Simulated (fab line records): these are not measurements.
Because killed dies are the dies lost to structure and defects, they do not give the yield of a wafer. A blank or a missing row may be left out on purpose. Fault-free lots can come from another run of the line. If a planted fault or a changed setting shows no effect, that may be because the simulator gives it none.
Problem report in the 8D (eight disciplines) form, filled by code || flow gf180mcu || the parts of the form that need people (team, actions taken, sign-off) are left out

1. THE PROBLEM
Mean of cathode_dc_power_W at GF_M4_SPUTTER_04: 6292.4 W across 6 wafers in 2 lots; on wafers with no fault it is 6500.0 W (standard deviation 1.1). That is -99 or more standard deviations from the usual mean.
The step: material TiN, target thk 50 nm, time 41.7 s.
Earliest sighting: wafer L191.1 on pvd_sputter-01 at day 26 07:52. The record has a number at this step for 18 wafers belonging to 6 lots. Rule for "out", or "out of limits": more than 4 standard deviations from the usual mean. The other wafers with a number count as sound.

2. WHAT IT IS; WHAT IT IS NOT
{"question": "which readings at this step", "is": "cathode_dc_power_W", "is not": "throttle_valve_pct"}
{"question": "which lots", "is": "L191, L192", "is not": "L182, L186, L196, L201"}
{"question": "which wafers of those lots", "is": "all that have a number", "is not": "-"}
{"question": "read on which tools", "is": "pvd_sputter-01", "is not": "pvd_sputter-03, pvd_sputter-04"}
{"question": "when", "is": "from day 26 07:52", "is not": "up to then (6 sound wafers); but 6 sound wafers of L196, L201 came after"}

3. SUSPECTS, AND WHAT RULES EACH OUT
Counting: a tool stays on the suspect list if, at a process step up to the reading, it processed all lots that are out and no sound lot following the first of them.
- pvd_sputter-01 at GF_M4_SPUTTER_00 (material Ti, target thk 37.5 nm, time 145 s): kept. It processed each lot that is out, first L191 at day 26 07:41, and no sound lot thereafter; up to then, the last sound lot it processed was L186 at day 24 05:14.
- pvd_sputter-01 at GF_M4_SPUTTER_02 (material AlCu, target thk 450 nm, time 23.9 s): kept. It processed each lot that is out, first L191 at day 26 07:49, and no sound lot thereafter; up to then, the last sound lot it processed was L186 at day 24 05:22.
- pvd_sputter-01 at GF_M4_SPUTTER_04 (material TiN, target thk 50 nm, time 41.7 s): kept. It processed each lot that is out, first L191 at day 26 07:52, and no sound lot thereafter; up to then, the last sound lot it processed was L186 at day 24 05:25. Its own readings are out on those wafers: cathode_dc_power_W.
Still standing after the count: pvd_sputter-01 at GF_M4_SPUTTER_00, pvd_sputter-01 at GF_M4_SPUTTER_02, pvd_sputter-01 at GF_M4_SPUTTER_04.

4. THE CAUSE (what the simulator had put in)
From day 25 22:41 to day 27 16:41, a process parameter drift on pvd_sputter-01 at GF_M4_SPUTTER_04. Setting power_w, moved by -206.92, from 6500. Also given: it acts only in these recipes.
Counting left 3 suspects, and this tool is among them.

5. THE CHAIN OF EFFECTS, in route order
Each row: a reading whose mean over the struck wafers that have a number lies more than 3 standard deviations from the usual. Readings are gone through only where the record gives a usual standard deviation; hours: the median, over the lots, of the time from a lot's start at the first step in this table giving one to that lot's start at this step; sigmas: the change measured in usual standard deviations.
{"hours": 0, "step": "GF_M4_SPUTTER_04", "reading": "cathode_dc_power_W", "usual": "6500.0 W", "on struck wafers": 6292.4, "change": -207.6, "sigmas": "-99 or more"}
It contains these process steps:
- GF_M4_SPUTTER_04: material TiN, target thk 50 nm, time 41.7 s.
At these later measuring or inspecting steps, every struck wafer for which the step has a row has a number for every such reading, and none has moved that far: GF_M4_RS_MEAS_05, GF_M4_THK_MEAS_06, GF_M4_CD_MEAS_14, GF_M4_OVL_MEAS_15, GF_V4_THK_MEAS_01, GF_V4_THK_MEAS_03, GF_V4_BOW_MEAS_05.

6. WHAT WOULD HAVE CAUGHT IT SOONER
9 hours passed between the start of the fault at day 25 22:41 and the first reading out of limits in this record, taken at day 26 07:52.
